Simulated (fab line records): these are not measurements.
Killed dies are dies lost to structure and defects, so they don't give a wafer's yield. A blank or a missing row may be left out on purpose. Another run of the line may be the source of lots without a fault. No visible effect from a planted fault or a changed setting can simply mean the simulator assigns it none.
Which of the tools did it?    flow gf180mcu    45 wafers from 15 lots sampled at 4 of the route's 602 steps

## WHAT THE GAUGES SHOWED, per wafer
GF_M4_RS_MEAS_05: uses a four-point probe to measure. Usual: for M4_ALCU_RS the level is 0.0692 ohm/sq and the standard deviation is 0.00078.
lot   measured      on             M4_ALCU_RS (ohm/sq)   flag
L475  day 23 09:17  film-metro-03  0.0691 0.0694 0.0690  
L476  day 23 11:47  film-metro-03  0.0704 0.0691 0.0701  
L477  day 23 15:35  film-metro-04  0.0689 0.0688 0.0709  
L478  day 24 08:11  film-metro-02  0.0698 0.0694 0.0707  
L479  day 24 17:29  film-metro-03  0.0681 0.0680 0.0683  
L481  day 25 02:22  film-metro-03  0.0696 0.0695 0.0697  
L482  day 25 11:10  film-metro-02  0.0687 0.0684 0.0690  
L483  day 25 18:52  film-metro-03  0.0694 0.0695 0.0708  
L484  day 26 00:18  film-metro-03  0.0694 0.0688 0.0683  
L487  day 26 19:08  film-metro-03  0.0685 0.0679 0.0694  
L488  day 27 07:14  film-metro-02  0.0697 0.0700 0.0697  
L494  day 28 21:17  film-metro-03  0.0685 0.0684 0.0678  
L495  day 29 05:21  film-metro-02  0.0692 0.0681 0.0685  
L496  day 29 07:35  film-metro-03  0.0684 0.0694 0.0686  
L497  day 29 12:40  film-metro-03  0.0712 0.0699 0.0707  

## WHICH TOOL RAN EACH LOT (tool, then ch and the chambers of the sampled wafers, then the start)
lot   GF_M3_METAL_ETCH_16                GF_V3_CVD_02                     GF_V3_STRIP_19
L475  rie-metal-01 ch 0,1, day 22 07:21  pecvd-02 ch 0,1,2, day 22 08:05  wet-bench-03 ch 1, day 23 07:54
L476  rie-metal-02 ch 0,1, day 22 09:19  pecvd-03 ch 1,2, day 22 10:05    wet-bench-04 ch 2, day 23 10:00
L477  rie-metal-02 ch 0,1, day 22 13:52  pecvd-02 ch 0,1,2, day 22 14:38  wet-bench-03 ch 2, day 23 14:09
L478  rie-metal-04 ch 0,1, day 23 05:22  pecvd-03 ch 0,1,2, day 23 06:33  wet-bench-04 ch 3, day 24 06:26
L479  rie-metal-01 ch 0,1, day 23 15:52  pecvd-03 ch 0,1,2, day 23 17:04  wet-bench-02 ch 1, day 24 16:06
L481  rie-metal-01 ch 0,1, day 24 02:10  pecvd-02 ch 0,2, day 24 03:04    wet-bench-02 ch 0, day 25 00:57
L482  rie-metal-04 ch 0,1, day 24 10:49  pecvd-01 ch 0,1, day 24 12:05    wet-bench-02 ch 2, day 25 09:48
L483  rie-metal-02 ch 1, day 24 18:43    pecvd-01 ch 0,2, day 24 19:36    wet-bench-02 ch 2, day 25 17:30
L484  rie-metal-01 ch 0,1, day 25 00:22  pecvd-02 ch 0,1,2, day 25 01:11  wet-bench-04 ch 2, day 25 22:57
L487  rie-metal-04 ch 0,1, day 25 19:43  pecvd-01 ch 0,1, day 25 20:27    wet-bench-04 ch 3, day 26 17:45
L488  rie-metal-04 ch 0,1, day 26 07:34  pecvd-01 ch 0,2, day 26 08:23    wet-bench-03 ch 0, day 27 05:51
L494  rie-metal-02 ch 0,1, day 27 21:54  pecvd-02 ch 0,1,2, day 27 22:41  wet-bench-02 ch 1, day 28 19:09
L495  rie-metal-04 ch 0, day 28 06:57    pecvd-02 ch 0,1, day 28 07:46    wet-bench-04 ch 3, day 29 04:00
L496  rie-metal-01 ch 0,1, day 28 09:28  pecvd-03 ch 1,2, day 28 10:16    wet-bench-03 ch 0, day 29 06:09
L497  rie-metal-02 ch 0,1, day 28 14:09  pecvd-01 ch 0,2, day 28 14:53    wet-bench-03 ch 2, day 29 11:16
- GF_M3_METAL_ETCH_16: etches the open film in Cl2/BCl3, stops on SiO2, target depth 627.5 nm, time 104.6 s.
- GF_V3_CVD_02: deposits SiO2 from TEOS, target thk 850 nm, time 94.851 s.
- GF_V3_STRIP_19: strips in post etch residue remover, time 1200 s.

## AS READ BY THE TOOLS THEMSELVES (means over the sampled wafers that have a number; for cases with no such wafer, the mark the record gives instead)
GF_M3_METAL_ETCH_16. Usual: bcl3-flow-sccm 40.02 sccm, standard deviation 0.12; drypump-motor-current-A 5.6 A, standard deviation 0.43; mfc-cl2-sccm 80.01 sccm, standard deviation 0.21; oes-product-au 0.970 a.u., standard deviation 0.0052; throttle-valve-pct 28.252 %, standard deviation 0.009.
lot   tool          bcl3-flow-sccm (sccm)  drypump-motor-current-A (A)  mfc-cl2-sccm (sccm)  oes-product-au (a.u.)  throttle-valve-pct (%)  flag
L475  rie-metal-01  40.03                  5.4                          80.13                0.968                  28.247                  
L476  rie-metal-02  40.04                  6.2                          80.15                0.972                  28.254                  
L477  rie-metal-02  39.92                  6.0                          79.95                0.963                  28.248                  
L478  rie-metal-04  40.03                  5.2                          79.96                0.969                  28.263                  
L479  rie-metal-01  39.94                  5.4                          79.82                0.971                  28.253                  
L481  rie-metal-01  40.09                  5.4                          79.98                0.972                  28.244                  
L482  rie-metal-04  40.05                  5.2                          79.71                0.970                  28.256                  
L483  rie-metal-02  40.07                  5.7                          79.89                0.969                  28.247                  
L484  rie-metal-01  39.96                  5.4                          80.23                0.968                  28.257                  
L487  rie-metal-04  40.06                  5.4                          80.11                0.968                  28.257                  
L488  rie-metal-04  40.15                  5.4                          80.05                0.972                  28.250                  
L494  rie-metal-02  39.99                  6.0                          79.85                0.972                  28.253                  
L495  rie-metal-04  40.10                  5.0                          80.20                0.970                  28.246                  
L496  rie-metal-01  39.95                  5.4                          79.86                0.969                  28.247                  
L497  rie-metal-02  40.08                  6.2                          80.01                0.981                  28.241                  

GF_V3_CVD_02. Usual: heater-power-outer-w 418 W, standard deviation 72; heater-power-w 720 W, standard deviation 110.
lot   tool      heater-power-outer-w (W)  heater-power-w (W)  flag
L475  pecvd-02  417                       719                 
L476  pecvd-03  397                       693                 
L477  pecvd-02  481                       822                 
L478  pecvd-03  400                       723                 
L479  pecvd-03  415                       738                 
L481  pecvd-02  484                       807                 
L482  pecvd-01  331                       603                 
L483  pecvd-01  390                       638                 
L484  pecvd-02  477                       799                 
L487  pecvd-01  375                       630                 
L488  pecvd-01  400                       644                 
L494  pecvd-02  499                       831                 
L495  pecvd-02  440                       752                 
L496  pecvd-03  401                       709                 
L497  pecvd-01  398                       654                 

GF_V3_STRIP_19. Usual: bath-guard-temp-C 72.7 C, standard deviation 0.51; bath-heat-duty-pct 14.6 %, standard deviation 1.4.
lot   tool          bath-guard-temp-C (C)  bath-heat-duty-pct (%)  flag
L475  wet-bench-03  72.4                   13.9                    
L476  wet-bench-04  73.2                   13.5                    
L477  wet-bench-03  73.4                   14.4                    
L478  wet-bench-04  72.4                   15.9                    
L479  wet-bench-02  72.5                   15.9                    
L481  wet-bench-02  73.3                   12.6                    
L482  wet-bench-02  72.3                   13.7                    
L483  wet-bench-02  72.3                   13.3                    
L484  wet-bench-04  73.0                   14.2                    
L487  wet-bench-04  72.2                   16.2                    
L488  wet-bench-03  73.0                   14.6                    
L494  wet-bench-02  -                      -                       OFF
L495  wet-bench-04  -                      -                       OFF
L496  wet-bench-03  -                      -                       OFF
L497  wet-bench-03  73.3                   15.2                    

## THE ANSWER, worked out from the rows above alone
Rule: a lot counts as off when the mean over its wafers that have a number is more than 3 standard deviations away from the usual mean. Also off: a lot with no number at a reading for which 4 or more lots have one. Where the step has rows for the other lots, those lots are counted as sound. First the gauges in route order, then the tools' own readings, where a lot's mean is used as printed above. At the first step where some lot is off, the reading lying furthest off is the one used; lots without a number count as furthest.
Off: L494, L495, L496 (GF_V3_STRIP_19, bath-guard-temp-C). Without a number there: L494, L495, L496.
A tool fits if, at that step or a process step before it, it ran every lot that is off, and no sound lot after the first of them. No candidate that was tried fits.

## WHAT THE SIMULATOR HAD INSERTED
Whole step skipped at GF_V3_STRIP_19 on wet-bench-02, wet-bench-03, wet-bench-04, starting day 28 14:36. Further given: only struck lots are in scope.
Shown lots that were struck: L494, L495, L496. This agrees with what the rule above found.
